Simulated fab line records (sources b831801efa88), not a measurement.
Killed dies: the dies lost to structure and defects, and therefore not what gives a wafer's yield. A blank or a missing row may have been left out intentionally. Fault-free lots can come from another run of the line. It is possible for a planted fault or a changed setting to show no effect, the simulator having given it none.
Problem report in the 8D (eight disciplines) form, filled by code ; flow gf180mcu ; the parts of the form that need people (team, actions taken, sign-off) are left out

1. WHAT IS WRONG
Wafers without a fault read 89.18 s, standard deviation 0.11; runLengthS at GF_M2_SOFTBAKE_10 reads a mean of 93.66 s on 6 wafers belonging to 2 lots. That puts it +41 standard deviations away from the usual mean.
The step: time 60 s.
The first sign was on wafer L828.1 at day 22 01:22, on lithoTrack-03. The record holds 36 wafers of 12 lots with a number at this step. Rule for "out", or "out of limits": more than 4 standard deviations from the usual mean. The rest of the wafers with a number are treated as sound.

2. WHAT IT IS, AND WHAT IT ISN'T
question;is;is not
which readings at this step;runLengthS;exhaustPa
which lots;L828, L829;L821, L822, L824, L826, L827, L838, L839, L840, L841, L842
which wafers of those lots;all that have a number;-
read on which tools;lithoTrack-03;lithoTrack-01, lithoTrack-02
when;from day 22 01:22;"up to then (15 sound wafers); but 15 sound wafers of L838, L839, L840, L841, L842 came after"

3. SUSPECTS, AND WHAT RULES EACH OUT
Counting: a tool stays on the suspect list if, at a process step up to the reading, it processed all lots that are out and no sound lot following the first of them.
- lithoTrack-03 at GF_M2_SOFTBAKE_10 (time 60 s): ruled out as a lasting fault. Sound lots L842 ran on it after its first lot that is out, L828 (day 22 01:22).
Left after counting: nothing in the record.

4. THE CAUSE (what the simulator had put in)
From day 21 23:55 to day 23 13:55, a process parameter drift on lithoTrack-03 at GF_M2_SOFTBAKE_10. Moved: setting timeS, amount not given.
Counting ruled it out, wrongly.

5. THE EFFECT CHAIN, in route order
Rows list readings where the struck wafers' mean (over those with a number) sits beyond 3 standard deviations from the usual. Only readings whose record carries a usual standard deviation are examined. hours: median over the lots of the time between each lot's start at the first step of this table that gives one and its start at this step. sigmas: the change, counted in usual standard deviations.
hours;step;reading;usual;on struck wafers;change;sigmas
0;GF_M2_SOFTBAKE_10;runLengthS;89.18 s;93.66;+4.48;+41
The process steps in it:
- GF_M2_SOFTBAKE_10: time 60 s.

6. HOW IT WOULD HAVE BEEN CAUGHT EARLIER
In this record the first reading out of limits was taken at day 22 01:22, 1 hour after the fault began at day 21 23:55.
